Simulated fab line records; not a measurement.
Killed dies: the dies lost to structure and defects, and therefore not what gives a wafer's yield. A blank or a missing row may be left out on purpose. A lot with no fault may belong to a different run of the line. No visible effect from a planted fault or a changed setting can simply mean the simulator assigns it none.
fab line records -- flow sky130
record lots=7, wafers=21, lastDay=50
route steps=708 shown NWELL@63 PAD_OPEN@708
lots that met no fault: from a run of the same line without faults
startH: the number of hours between the record's first day and the start of the first shown wafer of the lot -- waitH: hours since the lot's step before -- " same as the row above -- L1.1+2: one row covering several wafers at once -- - no value, or no start was given -- * or withheld: withheld -- < > ~ a bound
route shown NAME@n: NAME is a module with steps in the file, n the number in the route of the first one -- usual: the fault-free wafers' mean and standard deviation -- same: alike in all rows -- chamber/n: place in a boat -- sites: readings site by site -- _std_site: standard deviation of those values -- _edge_site: the outer-site mean with the inner-site mean subtracted -- radiusMm: how far each site lies from the wafer's centre -- mask NAME#n: copy n -- behind: the last tool/chamber to shape the wafer -- hold: why the lot went on hold/how many hours it stayed there/how the hold came to an end -- device: transistor that didn't switch, given as n, p or np -- end of line: tests of these same wafers at the route's end -- a step given without rows: its recipe and nothing more -- killed: count of dies lost to structure and defects at first sort (not the wafer's yield) -- map: a wafer's dies, marking killed ones x, the rest . and places with no die _
set.NAME: the setting the step ran with; set.NAME@STEP: the setting that earlier step ran with -- model.NAME: the simulator's own value behind a step, which no gauge read
lots seen at some steps along the route; tables by step, rows by wafer
services: a tool's chamber out of use, with start hour (startH, from the record's first day; less than 0 if before it), hours out, and reason
## steps
# step SKY_NWELL_OVL_MEAS_10
# usual NWELL_00_OVL=0.2/1.4
lot.wafer,tool,chamber,startH,waitH,NWELL_00_OVL[nm]
L332.2,overlay-02,-,110.48,-,-2.1
L332.3,overlay-02,-,110.48,-,0.3
L332.5,overlay-02,-,110.48,-,-3.0
L337.1,overlay-01,-,137.73,-,0.8
L337.3,overlay-01,-,137.73,-,1.2
L337.6,overlay-01,-,137.73,-,2.2
L339.1,overlay-02,-,149.48,-,-1.8
L339.5,overlay-02,-,149.48,-,-2.5
L339.6,overlay-02,-,149.48,-,-0.9
L340.4,overlay-01,-,153.89,-,1.3
L340.5,overlay-01,-,153.89,-,1.0
L340.6,overlay-01,-,153.89,-,2.2
L341.1,overlay-02,-,160.03,-,-1.8
L341.3,overlay-02,-,160.03,-,-2.0
L341.5,overlay-02,-,160.03,-,-1.3
L343.2,overlay-02,-,173.60,-,-1.1
L343.3,overlay-02,-,173.60,-,-0.8
L343.6,overlay-02,-,173.60,-,-1.4
L351.1,overlay-02,-,220.84,-,0.7
L351.3,overlay-02,-,220.84,-,0.2
L351.4,overlay-02,-,220.84,-,0.2
# step SKY_NWELL_IMPLANT_11
# recipe species=P, energyKev=400, doseCm2=1.9e+13, tiltDeg=withheld
# step SKY_NWELL_IMPLANT_12
# recipe species=P, energyKev=120, doseCm2=1.3e+12, tiltDeg=withheld
# step SKY_NWELL_IMPLANT_13
# recipe species=P, energyKev=50, doseCm2=7e+11, tiltDeg=withheld
# step SKY_NWELL_STRIP_14
# recipe chemistry=O2/N2, powerW=1400, pressureMtorr=1500, platenTempC=withheld, o2FlowSccm=3000, n2FlowSccm=300, overashFraction=0.5
# usual drypumpMotorCurrentA=5.6/0.34, n2FlowSccm=300.1/0.87, oesProductAu=0.723/0.0041, stripTimeToEndpointS=36.98/0.084
lot.wafer,tool,chamber,startH,waitH,drypumpMotorCurrentA,n2FlowSccm,oesProductAu,rfHoursCounterH,stripTimeToEndpointS
L332.2,plasmaAsher-02,0,110.96,0.1,6.1,300.2,0.724,44,36.91
L332.3,plasmaAsher-02,0,110.96,0.1,6.1,300.0,0.724,-,36.95
L332.5,plasmaAsher-02,0,110.96,0.1,6.1,300.6,0.719,-,36.82
L337.1,plasmaAsher-03,1,138.22,0.1,5.6,300.3,0.728,3,37.09
L337.3,plasmaAsher-03,1,138.22,0.1,5.6,300.1,0.727,-,36.89
L337.6,plasmaAsher-03,1,138.22,0.1,5.6,300.9,0.718,-,36.97
L339.1,plasmaAsher-02,0,149.97,0.1,6.1,300.0,0.724,49,36.94
L339.5,plasmaAsher-02,1,149.97,0.1,5.7,298.2,0.718,-,36.78
L339.6,plasmaAsher-02,0,149.97,0.1,6.1,300.4,0.721,-,36.96
L340.4,plasmaAsher-01,1,154.40,0.1,5.9,299.6,0.726,-,37.03
L340.5,plasmaAsher-01,0,154.40,0.1,5.1,300.6,0.719,-,36.99
L340.6,plasmaAsher-01,1,154.40,0.1,5.9,300.8,0.723,-,37.00
L341.1,plasmaAsher-03,0,160.52,0.1,5.5,300.5,0.727,5,36.83
L341.3,plasmaAsher-03,1,160.52,0.1,5.6,299.4,0.724,-,36.83
L341.5,plasmaAsher-03,1,160.52,0.1,5.6,299.7,0.732,-,36.83
L343.2,plasmaAsher-01,0,174.08,0.1,5.0,301.5,0.720,49,36.97
L343.3,plasmaAsher-01,1,174.08,0.1,5.9,299.0,0.721,-,36.91
L343.6,plasmaAsher-01,0,174.08,0.1,5.0,301.1,0.723,-,36.99
L351.1,plasmaAsher-01,1,221.33,0.1,5.8,299.8,0.724,54,37.07
L351.3,plasmaAsher-01,1,221.33,0.1,5.8,299.6,0.728,-,37.03
L351.4,plasmaAsher-01,0,221.33,0.1,5.0,299.0,0.719,-,37.04
# step SKY_NWELL_TW_MEAS_15
# usual NWELL_TW=1824/21
lot.wafer,tool,chamber,startH,waitH,NWELL_TW
L332.2,filmMetro-04,-,111.07,0.1,1828
L332.3,filmMetro-04,-,111.07,0.1,1835
L332.5,filmMetro-04,-,111.07,0.1,1829
L337.1,filmMetro-01,-,138.32,0.1,1787
L337.3,filmMetro-01,-,138.32,0.1,1789
L337.6,filmMetro-01,-,138.32,0.1,1773
L339.1,filmMetro-04,-,150.07,0.1,1825
L339.5,filmMetro-04,-,150.07,0.1,1832
L339.6,filmMetro-04,-,150.07,0.1,1822
L340.4,filmMetro-01,-,154.49,0.1,1793
L340.5,filmMetro-01,-,154.49,0.1,1787
L340.6,filmMetro-01,-,154.49,0.1,1793
L341.1,filmMetro-02,-,160.62,0.1,1835
L341.3,filmMetro-02,-,160.62,0.1,1833
L341.5,filmMetro-02,-,160.62,0.1,1840
L343.2,filmMetro-02,-,174.19,0.1,1847
L343.3,filmMetro-02,-,174.19,0.1,1848
L343.6,filmMetro-02,-,174.19,0.1,1855
L351.1,filmMetro-04,-,221.43,0.1,1837
L351.3,filmMetro-04,-,221.43,0.1,1820
L351.4,filmMetro-04,-,221.43,0.1,1836
# step SKY_NWELL_DEHYDRATE_16
# recipe tempC=200, timeS=60
# step SKY_NWELL_HMDS_17
# recipe primeTimeS=60, primeTempC=120
# step SKY_NWELL_COAT_18
# recipe spinRpm=2000, resistThkNm=3000
# step SKY_NWELL_SOFTBAKE_19
# recipe tempC=110, timeS=withheld
# step SKY_NWELL_EXPOSE_20
# recipe maskId=NWM_COMPLEMENT, na=0.6, sourceShape=conventional, sigmaOuter=0.6, polarization=unpolarized, targetCdNm=840, doseMj=260
# step SKY_NWELL_PEB_21
# recipe tempC=115, timeS=withheld
# step SKY_NWELL_DEVELOP_22
# recipe wallAngleDeg=90, developer=TMAH, developTimeS=60, devTempC=23
# usual developerTempC=23.03/0.1
lot.wafer,tool,chamber,startH,waitH,developerTempC
L332.2,lithoTrack-02,0,129,-,22.98
L332.3,lithoTrack-02,0,129,-,22.92
L332.5,lithoTrack-02,0,129,-,22.97
L337.1,lithoTrack-02,0,157,-,22.95
L337.3,lithoTrack-02,0,157,-,22.89
L337.6,lithoTrack-02,0,158,-,22.93
L339.1,lithoTrack-02,0,169,-,25.32
L339.5,lithoTrack-02,0,169,-,25.34
L339.6,lithoTrack-02,0,169,-,25.34
L340.4,lithoTrack-02,0,174,-,25.42
L340.5,lithoTrack-02,0,174,-,25.32
L340.6,lithoTrack-02,0,174,-,25.30
L341.1,lithoTrack-02,0,180,-,25.35
L341.3,lithoTrack-02,0,180,-,25.27
L341.5,lithoTrack-02,0,180,-,25.33
L343.2,lithoTrack-03,0,195,-,22.96
L343.3,lithoTrack-03,0,195,-,23.12
L343.6,lithoTrack-03,0,195,-,22.96
L351.1,lithoTrack-01,0,243,-,22.99
L351.3,lithoTrack-01,0,243,-,22.94
L351.4,lithoTrack-01,0,243,-,23.09
# step SKY_NWELL_OVL_MEAS_23
# usual NWELL_01_OVL=-0.9/2
lot.wafer,tool,chamber,startH,waitH,NWELL_01_OVL[nm]
L332.2,overlay-01,-,129.34,-,-1.4
L332.3,overlay-01,-,129.34,-,-1.2
L332.5,overlay-01,-,129.34,-,-1.6
L337.1,overlay-01,-,158.03,-,-2.4
L337.3,overlay-01,-,158.03,-,-0.1
L337.6,overlay-01,-,158.03,-,-1.5
L339.1,overlay-01,-,169.58,-,0.3
L339.5,overlay-01,-,169.58,-,-0.9
L339.6,overlay-01,-,169.58,-,-1.6
L340.4,overlay-02,-,174.50,-,0.3
L340.5,overlay-02,-,174.50,-,-0.4
L340.6,overlay-02,-,174.50,-,0.7
L341.1,overlay-01,-,180.48,-,-3.9
L341.3,overlay-01,-,180.48,-,-2.6
L341.5,overlay-01,-,180.48,-,-3.2
L343.2,overlay-02,-,195.63,-,-3.9
L343.3,overlay-02,-,195.63,-,-3.9
L343.6,overlay-02,-,195.63,-,-4.5
L351.1,overlay-02,-,243.64,-,-1.2
L351.3,overlay-02,-,243.64,-,-2.3
L351.4,overlay-02,-,243.64,-,-2.1
# step SKY_PAD_OPEN_PROBE_99
# usual killed_at_M0_to_M3=44/7.2, killed_at_M4_up=3.5/1.8, killedAtContacts=25/5.1, killedAtFrontEnd=14/4.4, killedAtOther=0.4/0.58, killedDies=87/9.1, killedOpen=48/6.9, killedShort=38/6.3
# same grossDies=492, killedAtBackSide=0
lot.wafer,tool,chamber,startH,waitH,killed_at_M0_to_M3,killed_at_M4_up,killedAtContacts,killedAtFrontEnd,killedAtOther,killedDies,killedOpen,killedShort
L341.1,prober-02,-,1150.80,0.1,38,1,18,12,0,69,38,31
L341.3,prober-02,-,1150.90,0.2,45,3,20,19,0,87,55,31
L341.5,prober-02,-,1151.00,0.2,46,1,15,12,0,74,50,24
L343.2,prober-02,-,1161.61,0.1,39,2,16,17,1,75,39,35
L343.3,prober-02,-,1161.66,0.2,47,4,23,22,1,97,50,47
L343.6,prober-02,-,1161.81,0.2,37,2,28,18,1,86,51,35
# killed by level:class
L341.1 CONTACT:geometricParticle:open=10 METAL2:geometricParticle:short=7 VIA1:geometricParticle:open=7 FIELD_ISO:geometricParticle:short=5 LI_CONTACT:geometricParticle:open=5 VIA1:geometricParticle:short=5 FIELD_ISO:geometricParticle:open=4 METAL1:geometricParticle:short=4
L341.3 VIA1:geometricParticle:open=10 CONTACT:geometricParticle:open=10 VIA3:geometricParticle:open=9 FIELD_ISO:geometricParticle:short=7 VIA2:geometricParticle:open=7 METAL2:geometricParticle:short=6 FIELD_ISO:geometricParticle:open=5 LI_CONTACT:geometricParticle:open=4
L341.5 VIA1:geometricParticle:open=12 CONTACT:geometricParticle:open=8 VIA2:geometricParticle:open=6 LI_CONTACT:geometricParticle:open=5 VIA3:geometricParticle:short=5 POLY_GATE:geometricParticle:open=4 METAL1:geometricParticle:short=4 VIA2:geometricParticle:short=4
L343.2 LI_CONTACT:geometricParticle:open=7 VIA2:geometricParticle:open=7 CONTACT:geometricParticle:open=6 VIA1:geometricParticle:open=5 METAL2:geometricParticle:short=5 VIA1:geometricParticle:short=5 VIA2:geometricParticle:short=5 FIELD_ISO:geometricParticle:short=4
L343.3 FIELD_ISO:geometricParticle:short=9 LI_CONTACT:geometricParticle:open=9 METAL2:geometricParticle:short=9 VIA2:geometricParticle:open=8 VIA1:geometricParticle:open=8 CONTACT:geometricParticle:open=8 VIA3:geometricParticle:open=7 METAL3:geometricParticle:short=4
L343.6 CONTACT:geometricParticle:open=10 FIELD_ISO:geometricParticle:open=8 VIA1:geometricParticle:open=7 VIA2:geometricParticle:open=7 LI_CONTACT:geometricParticle:open=6 VIA2:geometricParticle:short=6 LI_CONTACT:geometricParticle:short=4 CONTACT:geometricParticle:short=4
## services
tool,chamber,startH,hours,kind
plasmaAsher-03,-,92.05,4.2,repair
plasmaAsher-02,-,96.84,0.9,repair
plasmaAsher-03,-,108.75,9.0,pm
plasmaAsher-03,0,108.75,9.0,ventCycle
plasmaAsher-03,1,108.75,9.0,ventCycle
plasmaAsher-03,0,117.75,-,clean
plasmaAsher-03,1,117.75,-,clean
plasmaAsher-02,-,126.50,2.8,pm
plasmaAsher-01,-,130.29,4.3,repair
## key
firstSign step=SKY_NWELL_DEVELOP_22, reading=developerTempC, direction=up, sigmas=22, usual=*, struck=*
effect none on later readings
metAt SKY_NWELL_DEVELOP_22
struckWafers L339.1,L339.5,L339.6,L340.4,L340.5,L340.6,L341.1,L341.3,L341.5
testerLeftOut L339,L340,L341
onsetBetween 157 169
fault kind=processParameterDrift, tool=lithoTrack-02, chamber=-, onsetH=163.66, steps=SKY_NWELL_DEVELOP_22, channel=devTempC, offset=*, shape=step, endH=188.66, actsIn=*, stated=*
# testerLeftOut: of these lots the tester's yield and bins aren't shown, on N5 and GAA mostly nor the transistor test; their killed dies are dies lost to structure and defects alone, not to doping, threshold or leakage, so they don't give the yield
